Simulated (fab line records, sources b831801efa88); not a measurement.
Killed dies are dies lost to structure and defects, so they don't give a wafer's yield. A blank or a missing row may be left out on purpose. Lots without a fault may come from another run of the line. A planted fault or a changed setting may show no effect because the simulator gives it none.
Problem report in the 8D (eight disciplines) form, filled by code | flow sky130 | the parts of the form that need people (team, actions taken, sign-off) are left out

1. THE PROBLEM
killed_at_M0_to_M3 at SKY_PAD_OPEN_PROBE_99 reads a mean of 194 on 6 wafers of 2 lots; wafers without a fault read 44 with a standard deviation of 7.3. That is +21 standard deviations from the usual mean.
First seen on wafer L905.1, day 48 14:05, on prober-01. The record holds 9 wafers of 3 lots with a number at this step. Rule for "out", or "out of limits": more than 4 standard deviations from the usual mean. The other wafers with a number count as sound.

2. WHAT IT IS AND WHAT IT IS NOT
question                    | is                                             | is not
which readings at this step | killed_at_M0_to_M3, killed_dies, killed_on_rim | killed_at_M4_up, killed_at_contacts, killed_at_other
which lots                  | L905, L906                                     | L915
which wafers of those lots  | all that have a number                         | -
read on which tools         | prober-01, prober-02                           | -
when                        | from day 48 14:05                              | up to then (0 sound wafers); but 3 sound wafers of L915 came after

3. SUSPECTS, AND WHAT RULES EACH OUT
Counting: a tool at a process step up to the reading stays a suspect if it ran every lot that is out and no sound lot after the first of them.
- cmp-01 at SKY_VIA3_CMP_02 (polishes SiO2): kept. It ran every lot that is out, first L905 (day 41 22:53), and no sound lot after that.
Left after counting: cmp-01 at SKY_VIA3_CMP_02.

4. THE CAUSE (what the simulator had put in)
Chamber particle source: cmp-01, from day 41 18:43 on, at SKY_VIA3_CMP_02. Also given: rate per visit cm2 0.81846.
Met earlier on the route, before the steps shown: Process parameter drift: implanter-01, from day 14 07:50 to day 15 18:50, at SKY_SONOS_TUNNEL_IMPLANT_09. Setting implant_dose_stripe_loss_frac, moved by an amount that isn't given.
Counting left only this tool.

5. THE CHAIN OF EFFECTS, in route order
Each row: a reading whose mean over the struck wafers that have a number lies more than 3 standard deviations from the usual. Only readings for which the record gives a usual standard deviation are gone through. hours: the time from each lot's start at the first step in this table that gives one to its start at this step, as a median over the lots. sigmas: the change in usual standard deviations.
hours | step                  | reading            | usual | on struck wafers | change | sigmas
0     | SKY_PAD_OPEN_PROBE_99 | killed_at_M0_to_M3 | 44    | 194              | +150   | +21
0     | SKY_PAD_OPEN_PROBE_99 | killed_dies        | 86    | 231              | +145   | +13
0     | SKY_PAD_OPEN_PROBE_99 | killed_on_rim      | 17    | 47               | +30    | +7.8
The process steps in it:
- SKY_PAD_OPEN_PROBE_99

6. WHAT WOULD HAVE CAUGHT IT SOONER
In this record the first reading out of limits was taken at day 48 14:05, 163 hours after the fault began at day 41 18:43.
Of the tool readings at SKY_VIA3_CMP_02 for which the record gives a usual standard deviation, none was out on any struck wafer, so an alarm limit of 4 standard deviations on them would not have fired.
All the lots that are out (2) had begun SKY_VIA3_CMP_02 on cmp-01 by day 48 14:05. A hold on the tool at that time would have spared none of them.
